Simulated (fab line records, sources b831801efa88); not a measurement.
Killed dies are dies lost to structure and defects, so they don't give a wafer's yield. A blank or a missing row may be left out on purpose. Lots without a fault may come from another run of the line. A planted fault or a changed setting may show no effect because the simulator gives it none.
Chamber matching | flow gf180mcu | GF_CONTACT_CVD_02 on pecvd-01: 3 sister chambers
The step deposits SiO2 from TEOS, target thk 860 nm, time 95.992 s. 14 wafers are shown with their chamber, then 7 later ones without.

WAFERS WITH THEIR CHAMBER
wafer  | chamber | heater_power_w (W) | heater_power_outer_w (W)
L890.1 | 0       | 718                | 416
L890.2 | 2       | 748                | 487
L890.5 | 2       | 607                | 373
L892.2 | 1       | 660                | 389
L892.3 | 0       | 696                | 396
L892.6 | 2       | 734                | 482
L894.1 | 0       | 801                | 479
L894.2 | 1       | 635                | 379
L894.6 | 0       | 718                | 409
L896.2 | 0       | 740                | 431
L896.4 | 1       | 602                | 366
L896.5 | 0       | 777                | 458
L897.1 | 2       | 616                | 394
L897.4 | 2       | 670                | 443

SIGNATURES (means of the wafers above)
reading              | chamber 0 | chamber 1 | chamber 2 | scatter within a chamber
heater_power_w       | 741.67    | 632.33    | 675.00    | 49.2
heater_power_outer_w | 431.50    | 378.00    | 435.80    | 37.8
Rule: a wafer's distance from a chamber is the root of the sum, over the readings, of the square of ((its reading less the chamber's mean) divided by the reading's scatter). The wafer belongs to the nearest chamber; if the next one is less than 2 further off, it can't be placed. The scatter: the root of (the sum of the squares of (reading less its chamber's mean) over the shown wafers, divided by (wafers less chambers)).

WAFERS WITHOUT THEIR CHAMBER
wafer  | heater_power_w (W) | heater_power_outer_w (W)
L897.6 | 692                | 417
L898.2 | 608                | 365
L898.3 | 748                | 496
L898.6 | 801                | 482
L902.1 | 706                | 423
L902.3 | 734                | 479
L902.4 | 643                | 358

WHICH CHAMBER EACH WENT THROUGH
wafer  | from the rows above          | in truth
L897.6 | can't be placed: 2 or 0 or 1 | 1
L898.2 | can't be placed: 1 or 2      | 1
L898.3 | can't be placed: 0 or 2      | 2
L898.6 | can't be placed: 0 or 2      | 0
L902.1 | can't be placed: 2 or 0 or 1 | 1
L902.3 | can't be placed: 0 or 2      | 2
L902.4 | can't be placed: 1 or 2      | 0
Placed correctly: 0 of 7. Can't be placed from these rows: 7 (the true chamber is among the candidates in 6). Placed wrongly: 0.
